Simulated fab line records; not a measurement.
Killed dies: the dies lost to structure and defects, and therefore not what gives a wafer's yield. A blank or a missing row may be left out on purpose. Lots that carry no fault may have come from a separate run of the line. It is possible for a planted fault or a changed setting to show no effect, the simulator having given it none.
fab line records ; flow sky130
[record] lots = 14; wafers = 42; last_day = 50
route steps=708 shown VIA3@594 METAL4@631 PASSIVATION@692
lots with no fault: from the same line, run without faults
start_h: the number of hours between the record's first day and the start of the first shown wafer of the lot ; wait_h: hours since the lot's step before ; " unchanged from the row above ; L1.1+2: several wafers, shown together as one row ; - either no value or no given start ; * or withheld: withheld ; < > ~ a bound
route shown NAME@n: a module of which the file shows steps, and the number in the route of the first ; usual: mean/standard deviation of fault-free wafers ; same: alike in all rows ; chamber/n: place in a boat ; sites: per-site readings ; _std_site: how widely they spread, as a standard deviation ; _edge_site: outer sites' mean less inner sites' ; radius_mm: for every site, how far away it sits from the centre of the wafer ; mask NAME#n: copy n ; behind: the most recent tool/chamber to have shaped the wafer ; hold: why the lot went on hold/how many hours it stayed there/how the hold came to an end ; device: names the non-switching transistor (n, p or np) ; end of line: the tests these same wafers got at the end of their route ; for a step that has no rows: nothing shown but its recipe ; killed: the dies lost at the first sort to structure and to defects; this is not the yield of the wafer ; map: a wafer's dies, x killed, . not, _ none there
set.NAME: the run value of the setting; set.NAME@STEP: its run value at that earlier step ; model.NAME: the simulator's own value behind a step, which no gauge read
the route's steps for a sample of lots (tables are steps, rows are wafers)
services: when a tool's chamber went out of use (start_h, in hours from the record's first day, below 0 if earlier), for how many hours, and the reason
[[steps]]
[step SKY_VIA3_CVD_21]
[recipe] material = W; target_thk_nm = 390; time_s = 117.31; temp_c = 400; pressure_torr = 40
[usual] heater_power_w = 915/82
lot.wafer;tool;chamber;start_h;wait_h;heater_power_w
L325.1;cvd_w-01;1;970.78;0.0;772
L325.2;cvd_w-01;0;970.78;0.0;954
L325.3;cvd_w-01;1;970.78;0.0;797
L324.1;cvd_w-01;1;971.73;0.0;795
L324.3;cvd_w-01;0;971.73;0.0;977
L324.5;cvd_w-01;1;971.73;0.0;775
L328.2;cvd_w-02;0;972.12;0.0;983
L328.3;cvd_w-02;0;972.12;0.0;1023
L328.5;cvd_w-02;1;972.12;0.0;883
L329.2;cvd_w-01;0;972.34;0.0;982
L329.3;cvd_w-01;1;972.34;0.0;762
L329.5;cvd_w-01;0;972.34;0.0;941
L327.2;cvd_w-02;1;972.51;0.0;903
L327.4;cvd_w-02;0;972.51;0.0;1000
L327.6;cvd_w-02;0;972.51;0.0;989
L331.1;cvd_w-01;0;973.17;0.0;941
L331.2;cvd_w-01;1;973.17;0.0;804
L331.6;cvd_w-01;0;973.17;0.0;979
L333.1;cvd_w-01;0;992.28;0.0;960
L333.4;cvd_w-01;0;992.28;0.0;954
L333.6;cvd_w-01;0;992.28;0.0;984
L332.1;cvd_w-01;1;994.04;0.0;802
L332.4;cvd_w-01;1;994.04;0.0;784
L332.6;cvd_w-01;1;994.04;0.0;771
L334.1;cvd_w-02;0;1020.14;0.0;1021
L334.2;cvd_w-02;1;1020.14;0.0;887
L334.6;cvd_w-02;1;1020.14;0.0;892
L337.3;cvd_w-01;0;1020.42;0.1;991
L337.4;cvd_w-01;0;1020.42;0.1;972
L337.6;cvd_w-01;0;1020.42;0.1;973
L336.1;cvd_w-02;0;1024.19;0.0;980
L336.4;cvd_w-02;0;1024.19;0.0;1023
L336.5;cvd_w-02;1;1024.19;0.0;875
L339.1;cvd_w-01;0;1039.08;0.0;958
L339.2;cvd_w-01;0;1039.08;0.0;1000
L339.5;cvd_w-01;0;1039.08;0.0;959
L340.1;cvd_w-02;1;1040.09;0.0;886
L340.2;cvd_w-02;0;1040.09;0.0;992
L340.5;cvd_w-02;0;1040.09;0.0;993
L346.3;cvd_w-01;0;1071.42;0.1;984
L346.5;cvd_w-01;0;1071.42;0.1;973
L346.6;cvd_w-01;1;1071.42;0.1;803
[step SKY_VIA3_THK_MEAS_23]
[recipe] thk_meas_gauge = xrf; reads = W_of_VIA3_CVD_21
[usual] VIA3_W_THK = 397/5.2
lot.wafer;tool;chamber;start_h;wait_h;VIA3_W_THK[nm]
L325.1;film_metro-01;-;971.02;0.1;405
L325.2;film_metro-01;-;971.02;0.1;398
L325.3;film_metro-01;-;971.02;0.1;402
L324.1;film_metro-01;-;971.98;0.1;394
L324.3;film_metro-01;-;971.98;0.1;395
L324.5;film_metro-01;-;971.98;0.1;402
L328.2;film_metro-03;-;972.37;0.1;390
L328.3;film_metro-03;-;972.37;0.1;399
L328.5;film_metro-03;-;972.37;0.1;391
L329.2;film_metro-01;-;972.60;0.1;395
L329.3;film_metro-01;-;972.60;0.1;398
L329.5;film_metro-01;-;972.60;0.1;402
L327.2;film_metro-04;-;972.76;0.1;400
L327.4;film_metro-04;-;972.76;0.1;399
L327.6;film_metro-04;-;972.76;0.1;402
L331.1;film_metro-03;-;973.42;0.1;390
L331.2;film_metro-03;-;973.42;0.1;391
L331.6;film_metro-03;-;973.42;0.1;394
L333.1;film_metro-04;-;992.53;0.1;398
L333.4;film_metro-04;-;992.53;0.1;392
L333.6;film_metro-04;-;992.53;0.1;396
L332.1;film_metro-01;-;994.33;0.1;393
L332.4;film_metro-01;-;994.33;0.1;405
L332.6;film_metro-01;-;994.33;0.1;401
L334.1;film_metro-01;-;1020.39;0.1;399
L334.2;film_metro-01;-;1020.39;0.1;405
L334.6;film_metro-01;-;1020.39;0.1;400
L337.3;film_metro-04;-;1020.72;0.1;393
L337.4;film_metro-04;-;1020.72;0.1;401
L337.6;film_metro-04;-;1020.72;0.1;393
L336.1;film_metro-03;-;1024.43;0.1;398
L336.4;film_metro-03;-;1024.43;0.1;390
L336.5;film_metro-03;-;1024.43;0.1;396
L339.1;film_metro-03;-;1039.45;0.1;395
L339.2;film_metro-03;-;1039.45;0.1;391
L339.5;film_metro-03;-;1039.45;0.1;390
L340.1;film_metro-01;-;1040.33;0.1;394
L340.2;film_metro-01;-;1040.33;0.1;397
L340.5;film_metro-01;-;1040.33;0.1;390
L346.3;film_metro-01;-;1071.64;0.1;401
L346.5;film_metro-01;-;1071.64;0.1;402
L346.6;film_metro-01;-;1071.64;0.1;404
[step SKY_METAL4_DESCUM_15]
[recipe] chemistry = O2; source_power_w = 150; bias_power_w = 0; pressure_mtorr = 10; temp_c = 40; time_s = 8
[usual] drypump_motor_current_A = 5.9/0.38; oes_product_au = 1.007/0.013
lot.wafer;tool;chamber;start_h;wait_h;drypump_motor_current_A;oes_product_au;rf_hours_counter_h
L325.1;rie_metal-01;1;1020.47;0.0;5.9;1.008;4
L325.2;rie_metal-01;0;1020.47;0.0;6.3;1.006;19
L325.3;rie_metal-01;1;1020.47;0.0;5.9;1.014;-
L324.1;rie_metal-04;0;1021.14;0.0;5.3;0.978;15
L324.3;rie_metal-04;0;1021.14;0.0;5.3;0.990;-
L324.5;rie_metal-04;0;1021.14;0.0;5.3;0.977;-
L328.2;rie_metal-03;0;1021.49;0.0;5.5;1.017;21
L328.3;rie_metal-03;0;1021.49;0.0;5.5;1.016;-
L328.5;rie_metal-03;0;1021.49;0.0;5.5;1.005;-
L329.2;rie_metal-04;0;1021.53;0.0;5.3;0.987;15
L329.3;rie_metal-04;0;1021.53;0.0;5.3;0.970;-
L329.5;rie_metal-04;0;1021.53;0.0;5.3;0.982;-
L327.2;rie_metal-04;1;1021.84;0.0;6.4;1.011;14
L327.4;rie_metal-04;1;1021.84;0.0;6.4;1.023;-
L327.6;rie_metal-04;0;1021.84;0.0;5.4;0.994;-
L331.1;rie_metal-01;1;1022.48;0.0;5.9;1.013;4
L331.2;rie_metal-01;0;1022.48;0.0;6.3;1.007;19
L331.6;rie_metal-01;1;1022.48;0.0;5.9;1.016;-
L333.1;rie_metal-01;0;1040.48;0.0;6.3;1.007;20
L333.4;rie_metal-01;1;1040.48;0.0;6.0;1.013;-
L333.6;rie_metal-01;0;1040.48;0.0;6.3;1.001;-
L332.1;rie_metal-01;1;1041.78;0.0;5.9;1.019;5
L332.4;rie_metal-01;1;1041.78;0.0;6.0;1.022;-
L332.6;rie_metal-01;0;1041.78;0.0;6.3;1.007;-
L334.1;rie_metal-03;0;1065.07;0.0;5.5;0.999;0
L334.2;rie_metal-03;1;1065.07;0.0;6.0;1.004;25
L334.6;rie_metal-03;0;1065.07;0.0;5.5;1.011;-
L337.3;rie_metal-03;1;1066.23;0.0;6.0;1.015;-
L337.4;rie_metal-03;0;1066.23;0.0;5.5;1.007;-
L337.6;rie_metal-03;1;1066.23;0.0;6.0;0.997;-
L336.1;rie_metal-04;1;1069.17;0.0;6.4;1.026;17
L336.4;rie_metal-04;0;1069.17;0.0;5.3;0.984;-
L336.5;rie_metal-04;1;1069.17;0.0;6.4;1.029;-
L339.1;rie_metal-04;1;1084.68;0.0;6.4;1.020;18
L339.2;rie_metal-04;0;1084.68;0.0;5.3;0.981;20
L339.5;rie_metal-04;1;1084.68;0.0;6.4;1.012;-
L340.1;rie_metal-01;0;1085.03;0.0;6.3;1.012;23
L340.2;rie_metal-01;1;1085.03;0.0;6.0;1.019;8
L340.5;rie_metal-01;0;1085.03;0.0;6.3;1.015;-
L346.3;rie_metal-04;1;1115.54;0.0;6.4;1.022;-
L346.5;rie_metal-04;0;1115.54;0.0;5.3;0.987;-
L346.6;rie_metal-04;1;1115.54;0.0;6.4;1.012;-
[step SKY_PASSIVATION_ETCH_11]
[recipe] chemistry = CF4/O2; target_depth_nm = 725; stop_on = AlCu; source_w = 800; bias_w = 150; pressure_mtorr = 150; cf4_flow_sccm = 80; O2_flow_sccm = 10; time_s = 161.1
[usual] O2_flow_sccm = 10.000/0.029; bias_w = 150.0/0.43; drypump_motor_current_A = 5.9/0.53; oes_product_au = 0.979/0.0071; throttle_valve_pct = 5.964/0.0089
lot.wafer;tool;chamber;start_h;wait_h;O2_flow_sccm;bias_w;drypump_motor_current_A;oes_product_au;rf_hours_counter_h;throttle_valve_pct
L325.1;rie_diel-04;0;1090.68;-;10.017;150.9;5.9;0.972;15;5.957
L325.2;rie_diel-04;2;1090.68;-;10.008;150.2;6.3;0.964;11;5.952
L325.3;rie_diel-04;1;1090.68;-;10.052;150.0;5.4;0.979;19;5.965
L324.1;rie_diel-02;1;1091.36;-;9.974;150.4;6.7;0.982;18;5.970
L324.3;rie_diel-02;3;1091.36;-;10.013;150.0;6.3;0.992;12;5.982
L324.5;rie_diel-02;1;1091.36;-;9.960;150.4;6.7;0.983;-;5.970
L328.2;rie_diel-03;3;1091.37;-;10.054;150.0;5.8;0.972;3;5.960
L328.3;rie_diel-03;0;1091.37;-;10.013;150.4;5.7;0.982;6;5.969
L328.5;rie_diel-03;1;1091.37;-;10.007;149.8;5.6;0.983;-;5.978
L329.2;rie_diel-04;1;1091.72;-;10.014;149.7;5.4;0.966;19;5.959
L329.3;rie_diel-04;0;1091.72;-;9.981;150.6;5.9;0.975;15;5.951
L329.5;rie_diel-04;3;1091.72;-;9.953;150.5;5.7;0.982;-;5.956
L327.2;rie_diel-03;0;1092.06;-;10.006;150.4;5.7;0.986;7;5.952
L327.4;rie_diel-03;2;1092.06;-;9.998;150.4;5.4;0.976;21;5.969
L327.6;rie_diel-03;3;1092.06;-;10.011;149.6;5.8;0.976;-;5.945
L331.1;rie_diel-02;1;1092.76;-;9.940;150.2;6.8;0.967;18;5.963
L331.2;rie_diel-02;3;1092.76;-;9.975;149.7;6.3;0.970;13;5.953
L331.6;rie_diel-02;0;1092.76;-;9.989;150.3;6.2;0.977;-;5.977
L333.1;rie_diel-02;1;1107.57;-;9.997;150.1;6.7;0.976;19;5.975
L333.4;rie_diel-02;0;1107.57;-;10.013;149.7;6.2;0.985;14;5.951
L333.6;rie_diel-02;3;1107.57;-;10.030;150.0;6.3;0.986;-;5.966
L332.1;rie_diel-02;3;1110.16;-;10.048;149.6;6.3;0.976;13;5.955
L332.4;rie_diel-02;2;1110.16;-;9.977;150.0;4.9;0.989;19;5.965
L332.6;rie_diel-02;1;1110.16;-;9.977;150.0;6.7;0.976;-;5.965
L334.1;rie_diel-03;3;1131.61;-;9.955;149.9;5.8;0.972;5;5.956
L334.2;rie_diel-03;1;1131.61;-;10.005;150.1;5.6;0.982;7;5.976
L334.6;rie_diel-03;2;1131.61;-;10.003;150.0;5.4;0.990;-;5.970
L337.3;rie_diel-02;3;1134.78;-;-;-;-;-;-;-
L337.4;rie_diel-02;2;1134.78;-;-;-;-;-;-;-
L337.6;rie_diel-02;1;1134.78;-;-;-;-;-;-;-
L336.1;rie_diel-02;1;1135.48;-;-;-;-;-;-;-
L336.4;rie_diel-02;2;1135.48;-;-;-;-;-;-;-
L336.5;rie_diel-02;1;1135.48;-;-;-;-;-;-;-
L339.1;rie_diel-03;0;1148.08;-;9.990;150.1;5.7;0.971;8;5.976
L339.2;rie_diel-03;2;1148.08;-;10.013;149.9;5.4;0.966;23;5.955
L339.5;rie_diel-03;2;1148.08;-;10.034;149.6;5.4;0.972;-;5.950
L340.1;rie_diel-04;1;1148.43;-;10.015;150.0;5.5;0.982;21;5.970
L340.2;rie_diel-04;2;1148.43;-;10.048;150.4;6.3;0.975;13;5.978
L340.5;rie_diel-04;1;1148.43;-;9.970;150.0;5.5;0.987;-;5.975
L346.3;rie_diel-02;1;1175.06;-;9.996;149.5;6.7;0.971;22;5.959
L346.5;rie_diel-02;1;1175.06;-;10.001;150.1;6.7;0.980;-;5.959
L346.6;rie_diel-02;2;1175.06;-;9.986;150.1;4.9;0.975;-;5.962
[step SKY_PASSIVATION_STRIP_12]
[recipe] chemistry = O2/N2; power_w = 1400; pressure_mtorr = 1500; platen_temp_c = withheld; overash_fraction = 0.7; o2_flow_sccm = 3000; n2_flow_sccm = 300
[usual] drypump_motor_current_A = 5.7/0.37; oes_product_au = 0.661/0.0044; strip_time_to_endpoint_s = 31.57/0.14
lot.wafer;tool;chamber;start_h;wait_h;drypump_motor_current_A;oes_product_au;rf_hours_counter_h;strip_time_to_endpoint_s
L325.1;plasma_asher-02;1;1090.79;0.1;6.1;0.663;3;31.49
L325.2;plasma_asher-02;0;1090.79;0.1;5.3;0.660;3;31.77
L325.3;plasma_asher-02;0;1090.79;0.1;5.3;0.663;-;31.73
L324.1;plasma_asher-03;0;1091.47;0.1;6.0;0.662;94;31.47
L324.3;plasma_asher-03;1;1091.47;0.1;5.3;0.660;-;31.55
L324.5;plasma_asher-03;0;1091.47;0.1;6.0;0.669;-;31.41
L328.2;plasma_asher-04;1;1091.48;0.1;6.0;0.656;34;31.87
L328.3;plasma_asher-04;1;1091.48;0.1;6.0;0.659;-;31.46
L328.5;plasma_asher-04;1;1091.48;0.1;6.0;0.658;-;31.69
L329.2;plasma_asher-02;0;1091.83;0.1;5.3;0.657;3;31.45
L329.3;plasma_asher-02;1;1091.83;0.1;6.1;0.664;-;31.29
L329.5;plasma_asher-02;0;1091.83;0.1;5.3;0.667;-;31.34
L327.2;plasma_asher-04;0;1092.17;0.1;5.6;0.663;34;31.48
L327.4;plasma_asher-04;0;1092.17;0.1;5.6;0.655;-;31.60
L327.6;plasma_asher-04;0;1092.17;0.1;5.6;0.662;-;31.69
L331.1;plasma_asher-02;1;1092.87;0.1;6.2;0.655;3;31.53
L331.2;plasma_asher-02;0;1092.87;0.1;5.3;0.656;3;31.57
L331.6;plasma_asher-02;0;1092.87;0.1;5.3;0.664;-;31.69
L333.1;plasma_asher-03;0;1107.68;0.1;6.1;0.655;96;31.40
L333.4;plasma_asher-03;0;1107.68;0.1;6.0;0.655;-;31.46
L333.6;plasma_asher-03;0;1107.68;0.1;6.0;0.659;-;31.39
L332.1;plasma_asher-04;0;1110.27;0.1;5.6;0.658;35;31.69
L332.4;plasma_asher-04;0;1110.27;0.1;5.6;0.668;-;31.69
L332.6;plasma_asher-04;0;1110.27;0.1;5.6;0.655;-;31.51
L334.1;plasma_asher-03;1;1131.72;0.1;5.3;0.666;98;31.80
L334.2;plasma_asher-03;0;1131.72;0.1;6.0;0.660;98;31.69
L334.6;plasma_asher-03;1;1131.72;0.1;5.3;0.662;-;31.73
L337.3;plasma_asher-02;0;1134.92;0.1;5.3;0.674;-;37.02
L337.4;plasma_asher-02;1;1134.92;0.1;6.2;0.665;-;36.99
L337.6;plasma_asher-02;1;1134.92;0.1;6.1;0.667;-;36.81
L336.1;plasma_asher-03;1;1135.59;0.1;5.3;0.662;99;37.21
L336.4;plasma_asher-03;0;1135.59;0.1;6.0;0.653;-;37.12
L336.5;plasma_asher-03;0;1135.59;0.1;6.0;0.672;-;37.19
L339.1;plasma_asher-03;0;1148.19;0.1;6.0;0.662;100;31.21
L339.2;plasma_asher-03;1;1148.19;0.1;5.3;0.664;100;31.52
L339.5;plasma_asher-03;1;1148.19;0.1;5.3;0.652;-;31.44
L340.1;plasma_asher-02;1;1148.54;0.1;6.2;0.670;8;31.56
L340.2;plasma_asher-02;0;1148.54;0.1;5.3;0.667;8;31.51
L340.5;plasma_asher-02;1;1148.54;0.1;6.2;0.658;-;31.56
L346.3;plasma_asher-04;0;1175.20;0.1;5.6;0.664;-;31.62
L346.5;plasma_asher-04;0;1175.20;0.1;5.6;0.659;-;31.46
L346.6;plasma_asher-04;1;1175.20;0.1;6.0;0.666;-;31.65
[[services]]
tool;chamber;start_h;hours;kind
plasma_asher-03;-;949.01;3.4;repair
rie_diel-04;2;952.31;4.3;repair
rie_metal-04;0;983.52;15.0;repair
cvd_w-02;0;985.20;9.9;repair
plasma_asher-04;-;995.02;4.6;repair
plasma_asher-04;-;997.23;2.9;repair
rie_diel-03;3;1005.38;6.7;repair
plasma_asher-02;-;1009.98;1.1;repair
cvd_w-01;1;1012.02;27.5;repair
plasma_asher-04;-;1012.32;2.8;pm
plasma_asher-02;-;1034.63;3.3;repair
rie_metal-04;1;1036.91;4.8;repair
plasma_asher-02;-;1045.17;1.2;repair
cvd_w-01;0;1049.87;6.1;repair
plasma_asher-02;-;1055.25;9.0;pm
rie_metal-04;-;1063.36;1.3;repair
cvd_w-01;-;1073.26;0.7;repair
rie_diel-03;-;1103.90;1.2;repair
rie_metal-01;0;1106.88;2.8;repair
rie_diel-02;3;1121.16;12.8;repair
plasma_asher-04;-;1127.74;14.6;pm
rie_diel-03;2;1162.14;12.0;repair
rie_metal-01;-;1162.65;15.6;pm
cvd_w-01;0;1166.98;6.1;repair
[[key]]
[first_sign] step = SKY_PASSIVATION_ETCH_11; reading = tool_record; direction = missing
[effect] step = SKY_PASSIVATION_STRIP_12; reading = strip_time_to_endpoint_s; direction = up; sigmas = 39; usual = *; struck = *
met_at SKY_PASSIVATION_ETCH_11
struck_lots L336,L337
later_rows_left_out L336.1,L336.4,L336.5,L337.3,L337.4,L337.6
sort_left_out L336.1,L336.4,L336.5,L337.3,L337.4,L337.6
not_acting_at SKY_VIA3_CVD_21,SKY_VIA3_THK_MEAS_23,SKY_METAL4_DESCUM_15
onset_between 1110.16 1134.78
[fault] kind = skipped_step_whole; tool = rie_diel-02; chamber = -; onset_h = 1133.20; steps = SKY_PASSIVATION_ETCH_11; scope = struck_lots_only
// sort_left_out: the simulated sort isn't trusted on such a fault, so these wafers' sort isn't shown, and their yield isn't known
// later_rows_left_out: the simulator's readings of these wafers behind a module that went badly wrong aren't trusted and aren't shown, but for the sort
